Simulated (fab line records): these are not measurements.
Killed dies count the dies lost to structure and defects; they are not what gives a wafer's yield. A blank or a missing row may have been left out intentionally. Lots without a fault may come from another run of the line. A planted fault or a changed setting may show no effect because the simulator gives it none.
fab line records	flow sky130
record: lots: 12	wafers: 36	last-day: 50
route steps=708 shown VT_ADJUST_HVTP@95 SONOS_ONO@183 POLY_GATE@229 LDD_LDN@296 PAD_OPEN@708
lots with no fault: from the same line, run without faults
start-h: the number of hours between the record's first day and the start of the first shown wafer of the lot	wait-h: hours from the lot's prior step to this one	" same as the row above	L1.1+2: a row that stands for several wafers	- no value, or no start was given	* or withheld: withheld	< > ~ a bound
route shown NAME@n: a module of which the file shows steps, and the number in the route of the first	usual: average and standard deviation across the fault-free wafers	same: alike in all rows	chamber/n: place in a boat	sites: readings site by site	_std_site: their standard deviation	_edge_site: outer sites' mean less inner sites'	radius-mm: how far each site lies from the wafer's centre	mask NAME#n: copy n	behind: tool/chamber where the wafer was last shaped	hold: the reason the lot was held/the length of the hold in hours/how it ended	device: which transistor (n, p or np) failed to switch	end of line: the route-end tests of the same wafers	for a step that has no rows: nothing shown but its recipe	killed: count of dies lost to structure and defects at first sort (not the wafer's yield)	map: shows each die of a wafer: x if killed, . if not, _ if none is there
set.NAME: the setting that was run; set.NAME@STEP: the one run at that earlier step	model.NAME: the simulator's own value behind a step, which no gauge read
steps of the route over a sample of lots; a table a step, a row a wafer
services: the hour from which a tool's chamber was out of use, counted from the record's first day as start-h (under 0 if before that day), plus the number of hours and why
== steps ==
step: SKY_VT_ADJUST_HVTP_STRIP_10
recipe: chemistry: O2/N2	power-w: 1400	pressure-mtorr: 1500	platen-temp-c: withheld	o2-flow-sccm: 3000	n2-flow-sccm: 300	overash-fraction: 0.5
usual: drypump-motor-current-A: 5.6/0.4	oes-product-au: 0.716/0.0043	strip-time-to-endpoint-s: 14.16/0.039
lot.wafer	tool	chamber	start-h	wait-h	drypump-motor-current-A	oes-product-au	rf-hours-counter-h	strip-time-to-endpoint-s
L337.1	plasma-asher-01	1	129.78	0.1	5.7	0.717	30	14.20
L337.2	"	0	"	"	6.0	0.721	30	14.14
L337.6	"	0	"	"	6.0	0.710	-	14.14
L338.1	plasma-asher-04	0	130.76	0.1	5.6	0.717	45	14.19
L338.2	"	1	"	"	5.7	0.716	45	14.14
L338.6	"	0	"	"	5.6	0.719	-	14.20
L339.1	plasma-asher-01	0	133.58	0.1	6.0	0.717	31	14.19
L339.3	"	1	"	"	5.8	0.723	-	14.14
L339.5	"	0	"	"	6.0	0.717	-	14.20
L340.2	plasma-asher-01	1	138.43	0.1	5.8	0.712	31	14.17
L340.4	"	0	"	"	6.0	0.715	-	14.14
L340.5	"	0	"	"	6.0	0.716	-	14.15
L341.1	plasma-asher-01	0	144.01	0.1	6.0	0.715	32	14.16
L341.3	"	1	"	"	5.8	0.714	-	14.17
L341.5	"	0	"	"	6.0	0.722	-	14.17
L344.2	plasma-asher-03	1	165.98	0.1	5.0	0.710	5	14.17
L344.4	"	0	"	"	4.8	0.711	-	14.16
L344.5	"	1	"	"	5.0	0.717	-	14.14
L347.1	plasma-asher-01	1	185.68	0.1	5.7	0.710	36	14.13
L347.4	"	0	"	"	6.0	0.720	-	14.14
L347.6	"	0	"	"	6.0	0.718	-	14.13
L351.2	plasma-asher-03	1	212.28	0.1	5.0	0.712	9	14.21
L351.4	"	0	"	"	4.8	0.710	-	14.19
L351.5	"	0	"	"	4.9	0.714	-	14.18
L353.4	plasma-asher-01	1	226.05	0.1	5.7	0.716	-	14.25
L353.5	"	0	"	"	6.0	0.716	-	14.25
L353.6	"	1	"	"	5.7	0.713	-	14.22
L355.1	plasma-asher-04	1	236.73	0.1	5.7	0.716	55	14.25
L355.2	"	0	"	"	5.6	0.710	55	14.24
L355.6	"	1	"	"	5.7	0.718	-	14.22
L359.2	plasma-asher-04	1	255.28	0.1	5.7	0.714	57	14.18
L359.4	"	1	"	"	5.7	0.722	-	14.20
L359.6	"	0	"	"	5.6	0.715	-	14.20
L360.3	plasma-asher-04	0	282.79	0.1	5.7	0.709	-	14.12
L360.4	"	1	"	"	5.7	0.714	-	14.14
L360.5	"	1	"	"	5.7	0.714	-	14.09
step: SKY_SONOS_ONO_ETCH_15
recipe: target-depth-nm: 19.52	chemistry: CHF3/O2	source-w: 600	bias-w: 200	pressure-mtorr: 40	chf3-flow-sccm: 50	O2_flow_sccm: 5	time-s: 7.8
usual: O2_flow_sccm: 5.003/0.017	bias-w: 200.0/0.55	drypump-motor-current-A: 5.7/0.54	oes-product-au: 0.998/0.012	throttle-valve-pct: 8.824/0.01
lot.wafer	tool	chamber	start-h	wait-h	O2_flow_sccm	bias-w	drypump-motor-current-A	oes-product-au	rf-hours-counter-h	throttle-valve-pct
L337.1	rie-diel-04	0	289.77	0.0	4.969	200.5	6.4	1.003	49	8.826
L337.2	"	3	"	"	5.009	200.0	5.0	0.991	0	8.834
L337.6	"	3	"	"	5.001	201.0	5.0	0.978	-	8.822
L338.1	rie-diel-03	3	289.89	0.0	4.982	199.9	5.6	0.991	69	8.829
L338.2	"	1	"	"	5.001	200.1	6.0	0.998	22	8.834
L338.6	"	1	"	"	4.976	200.0	6.0	0.996	-	8.818
L339.1	rie-diel-04	3	290.07	0.0	5.025	199.8	5.0	0.976	0	8.819
L339.3	"	2	"	"	5.007	200.4	6.4	0.994	3	8.834
L339.5	"	2	"	"	5.008	200.1	6.4	1.001	-	8.827
L341.1	rie-diel-03	1	298.52	0.0	5.016	200.8	6.0	1.000	23	8.831
L341.3	"	0	"	"	5.003	199.0	5.9	1.011	91	8.820
L341.5	"	3	"	"	4.996	200.0	5.6	0.984	-	8.825
L340.2	rie-diel-01	1	299.36	0.0	5.026	199.7	5.7	0.998	5	8.835
L340.4	"	3	"	"	5.008	199.0	6.0	1.020	-	8.829
L340.5	"	1	"	"	4.992	198.5	5.7	1.001	-	8.824
L344.2	rie-diel-01	3	329.51	0.0	4.982	199.4	6.0	1.015	10	8.830
L344.4	"	0	"	"	4.989	200.3	6.2	1.001	2	8.831
L344.5	"	0	"	"	4.983	201.2	6.2	0.996	-	8.820
L347.1	rie-diel-03	1	356.72	0.0	4.994	201.3	6.0	1.002	23	8.825
L347.4	"	0	"	"	4.983	200.7	5.9	1.015	92	8.818
L347.6	"	2	"	"	5.003	200.8	5.4	1.000	-	8.843
L351.2	rie-diel-04	3	391.53	0.0	5.006	189.9	5.0	0.962	2	8.808
L351.4	"	0	"	"	5.014	189.6	6.3	0.982	50	8.813
L351.5	"	1	"	"	4.986	190.3	4.9	0.989	-	8.820
L353.4	rie-diel-04	3	405.82	0.0	4.988	190.1	5.0	0.974	2	8.803
L353.5	"	0	"	"	5.020	189.3	6.3	0.991	-	8.808
L353.6	"	3	"	"	4.991	190.7	5.0	0.978	-	8.832
L355.1	rie-diel-01	2	421.31	0.0	4.996	200.0	6.1	1.000	10	8.843
L355.2	"	0	"	"	5.014	200.1	6.2	0.995	4	8.831
L355.6	"	2	"	"	4.996	199.7	6.1	1.013	-	8.827
L359.2	rie-diel-04	0	459.81	0.0	5.040	199.5	6.3	1.004	51	8.834
L359.4	"	2	"	"	4.989	198.8	6.4	0.991	5	8.809
L359.6	"	3	"	"	5.014	199.5	5.0	0.991	-	8.805
L360.3	rie-diel-03	1	482.61	0.0	5.014	200.2	6.0	1.007	26	8.829
L360.4	"	2	"	"	5.008	199.8	5.4	1.012	-	8.825
L360.5	"	3	"	"	4.972	199.4	5.6	0.986	-	8.808
step: SKY_POLY_GATE_ETCH_15
recipe: chemistry: N2/H2	target: BARC	ion-energy-ev: 200	source-w: 500	bias-w: 100	pressure-mtorr: 30	n2-flow-sccm: 100	h2-flow-sccm: 200	stop-on: SiO2	time-s: 118.5	target-depth-a: 1100
usual: bias-w: 99.93/0.27	drypump-motor-current-A: 5.78/0.29	oes-product-au: 0.715/0.0048	throttle-valve-pct: 13.213/0.008
lot.wafer	tool	chamber	start-h	wait-h	bias-w	drypump-motor-current-A	oes-product-au	rf-hours-counter-h	throttle-valve-pct
L337.1	rie-diel-03	0	378.48	0.0	99.98	5.87	0.716	92	13.236
L337.2	"	2	"	"	99.57	5.42	0.724	7	13.221
L337.6	"	1	"	"	100.30	5.99	0.715	-	13.210
L338.1	rie-diel-01	2	378.52	0.0	99.78	6.06	0.719	9	13.203
L338.2	"	1	"	"	99.74	5.74	0.709	6	13.205
L338.6	"	2	"	"	99.58	6.08	0.711	-	13.206
L339.1	rie-diel-03	0	380.33	0.0	100.39	5.85	0.716	92	13.210
L339.3	"	2	"	"	99.92	5.42	0.720	7	13.195
L339.5	"	2	"	"	99.74	5.42	0.720	-	13.207
L341.1	rie-diel-01	3	387.62	0.0	100.15	5.99	0.712	11	13.211
L341.3	"	0	"	"	100.05	6.21	0.721	4	13.216
L341.5	"	3	"	"	99.50	5.99	0.717	-	13.213
L340.2	rie-diel-03	1	389.87	0.0	99.94	6.03	0.721	24	13.216
L340.4	"	0	"	"	100.08	5.89	0.711	93	13.198
L340.5	"	1	"	"	99.96	6.02	0.723	-	13.213
L344.2	rie-diel-02	3	421.98	0.0	99.90	5.15	0.716	24	13.216
L344.4	"	1	"	"	99.80	5.95	0.715	96	13.208
L344.5	"	0	"	"	100.03	5.76	0.716	-	13.217
L347.1	rie-diel-03	2	449.73	0.0	100.67	5.40	0.712	9	13.216
L347.4	"	1	"	"	99.77	5.99	0.715	26	13.211
L347.6	"	3	"	"	99.84	5.60	0.717	-	13.220
L351.2	rie-diel-03	2	492.43	0.0	100.43	5.43	0.727	10	13.208
L351.4	"	1	"	"	100.07	6.01	0.714	26	13.217
L351.5	"	1	"	"	99.57	6.02	0.716	-	13.215
L353.4	rie-diel-02	2	509.07	0.0	99.98	5.46	0.712	89	13.230
L353.5	"	3	"	"	100.10	5.14	0.705	-	13.230
L353.6	"	0	"	"	100.53	5.76	0.709	-	13.210
L355.1	rie-diel-02	3	522.08	0.0	99.96	5.17	0.727	26	13.213
L355.2	"	1	"	"	99.85	5.94	0.722	1	13.213
L355.6	"	1	"	"	99.69	5.94	0.720	-	13.220
L359.2	rie-diel-03	1	558.62	0.0	100.10	6.00	0.710	28	13.204
L359.4	"	0	"	"	100.08	5.88	0.718	-	13.220
L359.6	"	2	"	"	99.74	5.43	0.715	-	13.214
L360.3	rie-diel-01	0	578.37	0.1	100.41	6.26	0.714	-	13.213
L360.4	"	3	"	"	99.83	5.97	0.716	-	13.213
L360.5	"	0	"	"	100.49	6.26	0.724	-	13.194
step: SKY_LDD_LDN_OVL_MEAS_07
usual: LDD_LDN_OVL: 0.2/1.2
lot.wafer	tool	chamber	start-h	wait-h	LDD_LDN_OVL[nm]
L337.1	overlay-01	-	532.46	0.1	-2.7
L337.2	"	-	"	"	-3.1
L337.6	"	-	"	"	-1.8
L338.1	overlay-01	-	536.07	0.1	1.1
L338.2	"	-	"	"	0.4
L338.6	"	-	"	"	0.0
L339.1	overlay-01	-	536.45	0.1	0.8
L339.3	"	-	"	"	0.3
L339.5	"	-	"	"	1.0
L341.1	overlay-02	-	542.60	0.1	0.4
L341.3	"	-	"	"	1.1
L341.5	"	-	"	"	1.9
L340.2	overlay-02	-	550.38	0.1	1.5
L340.4	"	-	"	"	1.8
L340.5	"	-	"	"	-1.9
L344.2	overlay-02	-	579.63	0.1	1.1
L344.4	"	-	"	"	0.7
L344.5	"	-	"	"	0.6
L347.1	overlay-01	-	602.60	0.1	1.1
L347.4	"	-	"	"	0.5
L347.6	"	-	"	"	1.2
L351.2	overlay-02	-	644.06	0.1	1.6
L351.4	"	-	"	"	1.9
L351.5	"	-	"	"	-0.4
L353.4	overlay-01	-	659.77	0.1	1.6
L353.5	"	-	"	"	0.1
L353.6	"	-	"	"	0.5
L355.1	overlay-02	-	671.85	0.1	1.3
L355.2	"	-	"	"	1.8
L355.6	"	-	"	"	1.8
L359.2	overlay-01	-	704.68	0.1	1.8
L359.4	"	-	"	"	-0.6
L359.6	"	-	"	"	0.5
L360.3	overlay-02	-	722.38	0.1	0.5
L360.4	"	-	"	"	1.9
L360.5	"	-	"	"	1.7
step: SKY_PAD_OPEN_PROBE_99
usual: killed_at_M0_to_M3: 43/7.1	killed_at_M4_up: 3.0/1.9	killed-at-contacts: 24/5	killed-at-front-end: 15/4.3	killed-at-other: 0.3/0.5	killed-dies: 85/9.6	killed-open: 46/7.1	killed-short: 39/6.8
same: gross-dies: 492	killed-at-back-side: 0
lot.wafer	tool	chamber	start-h	wait-h	killed_at_M0_to_M3	killed_at_M4_up	killed-at-contacts	killed-at-front-end	killed-at-other	killed-dies	killed-open	killed-short
L344.2	prober-01	-	1119.37	0.1	44	3	28	25	0	100	63	37
L344.4	prober-01	-	1119.47	0.2	45	5	26	11	0	87	38	49
L344.5	prober-01	-	1119.52	0.2	51	2	21	22	0	96	50	46
L355.1	prober-02	-	1172.10	0.1	50	3	21	24	0	98	53	45
L355.2	prober-02	-	1172.15	0.1	36	5	23	19	0	83	44	39
L355.6	prober-02	-	1172.35	0.2	34	4	21	14	0	73	55	18
killed by level:class
L344.2 CONTACT:geometric-particle:open=13 VIA2:geometric-particle:open=9 VIA1:geometric-particle:open=9 POLY_GATE:geometric-particle:open=8 FIELD_ISO:geometric-particle:open=6 LI_CONTACT:geometric-particle:open=6 METAL2:geometric-particle:short=6 POLY_GATE:geometric-particle:short=5
L344.4 CONTACT:geometric-particle:open=9 METAL1:geometric-particle:short=8 VIA3:geometric-particle:open=8 VIA1:geometric-particle:open=7 LOCAL_INTERCONNECT:geometric-particle:short=6 VIA2:geometric-particle:open=5 FIELD_ISO:geometric-particle:short=4 POLY_GATE:geometric-particle:short=4
L344.5 LI_CONTACT:geometric-particle:open=10 VIA1:geometric-particle:open=9 VIA2:geometric-particle:open=9 METAL1:geometric-particle:short=8 FIELD_ISO:geometric-particle:open=6 METAL2:geometric-particle:short=6 LOCAL_INTERCONNECT:geometric-particle:short=6 FIELD_ISO:geometric-particle:short=5
L355.1 VIA1:geometric-particle:open=10 FIELD_ISO:geometric-particle:open=8 VIA3:geometric-particle:open=7 CONTACT:geometric-particle:open=7 METAL1:geometric-particle:short=7 VIA1:geometric-particle:short=7 VIA2:geometric-particle:open=6 POLY_GATE:geometric-particle:open=5
L355.2 VIA2:geometric-particle:open=7 FIELD_ISO:geometric-particle:open=6 CONTACT:geometric-particle:open=6 LI_CONTACT:geometric-particle:short=5 CONTACT:geometric-particle:short=5 LOCAL_INTERCONNECT:geometric-particle:short=5 POLY_GATE:geometric-particle:open=4 METAL2:geometric-particle:open=4
L355.6 CONTACT:geometric-particle:open=11 VIA3:geometric-particle:open=8 VIA1:geometric-particle:open=8 VIA2:geometric-particle:open=8 LI_CONTACT:geometric-particle:open=6 FIELD_ISO:geometric-particle:open=5 POLY_GATE:geometric-particle:short=5 POLY_GATE:geometric-particle:open=2
== services ==
tool	chamber	start-h	hours	kind
rie-diel-04	3	108.65	10.9	repair
rie-diel-04	3	127.13	4.7	repair
rie-diel-01	2	162.42	3.5	repair
rie-diel-04	0	168.58	19.2	repair
rie-diel-04	2	177.03	6.0	repair
rie-diel-03	2	228.60	11.4	repair
rie-diel-04	2	251.28	19.4	repair
rie-diel-01	0	256.25	4.9	repair
plasma-asher-01	-	262.23	5.1	repair
rie-diel-01	3	269.56	3.5	repair
rie-diel-04	-	292.06	0.7	repair
rie-diel-01	0	299.32	4.2	repair
plasma-asher-01	-	321.18	0.5	repair
rie-diel-03	1	343.38	2.2	repair
rie-diel-01	-	345.49	1.6	repair
rie-diel-03	0	364.80	7.5	repair
rie-diel-01	3	374.34	7.1	repair
plasma-asher-01	-	452.02	1.7	repair
rie-diel-03	0	467.12	6.4	repair
rie-diel-01	0	474.56	3.8	repair
rie-diel-03	-	536.04	0.6	repair
rie-diel-01	2	541.35	130.5	repair
rie-diel-03	3	547.73	13.9	repair
rie-diel-01	1	573.41	9.7	repair
== key ==
first-sign: step: SKY_SONOS_ONO_ETCH_15	reading: bias-w	direction: down	sigmas: 18	usual: 200.0	struck: 190.0
effect: step: SKY_SONOS_ONO_ETCH_15	reading: oes-product-au	direction: down	sigmas: 1.6	usual: 0.998	struck: 0.979
met-at SKY_SONOS_ONO_ETCH_15
struck-lots L351,L353
tester-left-out L351,L353
not-acting-at SKY_VT_ADJUST_HVTP_STRIP_10,SKY_POLY_GATE_ETCH_15,SKY_LDD_LDN_OVL_MEAS_07
onset-between 290.07 391.53
fault: kind: process-parameter-drift	tool: rie-diel-04	chamber: -	onset-h: 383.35	steps: SKY_SONOS_ONO_ETCH_15	channel: bias-w	offset: -9.9741	shape: step	end-h: 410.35	acts-in: these-recipes-only	stated: 200
tester-left-out: of these lots the tester's yield and bins aren't shown, on N5 and GAA mostly nor the transistor test; their killed dies are dies lost to structure and defects alone, not to doping, threshold or leakage, so they don't give the yield
